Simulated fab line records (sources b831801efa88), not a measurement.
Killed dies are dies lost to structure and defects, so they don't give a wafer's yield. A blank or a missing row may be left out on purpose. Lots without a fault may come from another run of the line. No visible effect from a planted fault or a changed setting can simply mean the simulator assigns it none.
Chamber matching | flow gf180mcu | rie_diel-01 running GF_V4_ETCH_16: 4 sister chambers
The step etches BARC in N2/H2. 20 wafers are shown with their chamber, then 10 later ones without.

== WAFERS WITH THEIR CHAMBER ==
wafer  | chamber | drypump_motor_current_A (A) | oes_product_au (a.u.) | throttle_valve_pct (%)
L075.1 | 2       | 6.06                        | 0.855                 | 13.221
L075.5 | 3       | 5.72                        | 0.855                 | 13.234
L075.6 | 2       | 6.06                        | 0.852                 | 13.240
L077.1 | 0       | 5.77                        | 0.865                 | 13.222
L077.2 | 1       | 6.02                        | 0.853                 | 13.221
L077.3 | 3       | 5.72                        | 0.851                 | 13.213
L077.4 | 2       | 6.04                        | 0.860                 | 13.238
L077.5 | 2       | 6.03                        | 0.859                 | 13.229
L077.6 | 3       | 5.69                        | 0.861                 | 13.216
L079.1 | 3       | 5.71                        | 0.847                 | 13.225
L079.3 | 1       | 6.10                        | 0.853                 | 13.213
L079.4 | 2       | 6.06                        | 0.860                 | 13.220
L084.1 | 0       | 5.79                        | 0.853                 | 13.231
L084.3 | 3       | 5.71                        | 0.853                 | 13.217
L084.4 | 2       | 6.04                        | 0.852                 | 13.209
L085.1 | 1       | 6.06                        | 0.851                 | 13.207
L085.2 | 2       | 6.05                        | 0.854                 | 13.217
L085.3 | 3       | 5.71                        | 0.845                 | 13.237
L085.4 | 0       | 5.75                        | 0.860                 | 13.236
L085.5 | 1       | 6.03                        | 0.849                 | 13.222

SIGNATURES (means of the wafers above)
reading                 | chamber 0 | chamber 1 | chamber 2 | chamber 3 | scatter within a chamber
drypump_motor_current_A | 5.7700    | 6.0525    | 6.0486    | 5.7100    | 0.0196
oes_product_au          | 0.85933   | 0.85150   | 0.85600   | 0.85200   | 0.00453
throttle_valve_pct      | 13.22967  | 13.21575  | 13.22486  | 13.22367  | 0.00976
Rule: for each reading, subtract the chamber's mean from the wafer's reading, divide by that reading's scatter and square the result; add these up over the readings and take the root, which gives the wafer's distance from the chamber. The wafer belongs to the nearest chamber; if the next one is less than 2 further off, it can't be placed. How the scatter is found: for the shown wafers, subtract from each reading the mean of its chamber, square and add these, divide the total by (wafers less chambers), then take the root.

== WAFERS MISSING THEIR CHAMBER ==
wafer  | drypump_motor_current_A (A) | oes_product_au (a.u.) | throttle_valve_pct (%)
L085.6 | 6.06                        | 0.853                 | 13.231
L087.1 | 6.03                        | 0.851                 | 13.218
L087.3 | 5.79                        | 0.852                 | 13.240
L087.4 | 6.06                        | 0.856                 | 13.218
L095.1 | 5.76                        | 0.854                 | 13.229
L095.2 | 6.04                        | 0.855                 | 13.235
L095.3 | 6.03                        | 0.858                 | 13.209
L095.4 | 5.73                        | 0.857                 | 13.232
L095.5 | 5.76                        | 0.850                 | 13.229
L095.6 | 5.73                        | 0.849                 | 13.231

== THE CHAMBER EACH PASSED THROUGH ==
wafer  | from the rows above     | in truth
L085.6 | can't be placed: 2 or 1 | 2
L087.1 | can't be placed: 1 or 2 | 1
L087.3 | 0                       | 0
L087.4 | can't be placed: 2 or 1 | 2
L095.1 | can't be placed: 0 or 3 | 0
L095.2 | can't be placed: 2 or 1 | 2
L095.3 | can't be placed: 2 or 1 | 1
L095.4 | can't be placed: 3 or 0 | 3
L095.5 | can't be placed: 0 or 3 | 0
L095.6 | can't be placed: 3 or 0 | 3
Placed correctly: 1 of 10. Unplaceable from these rows: 9, with the true chamber sitting among the candidates in 9. Placed wrongly: 0.
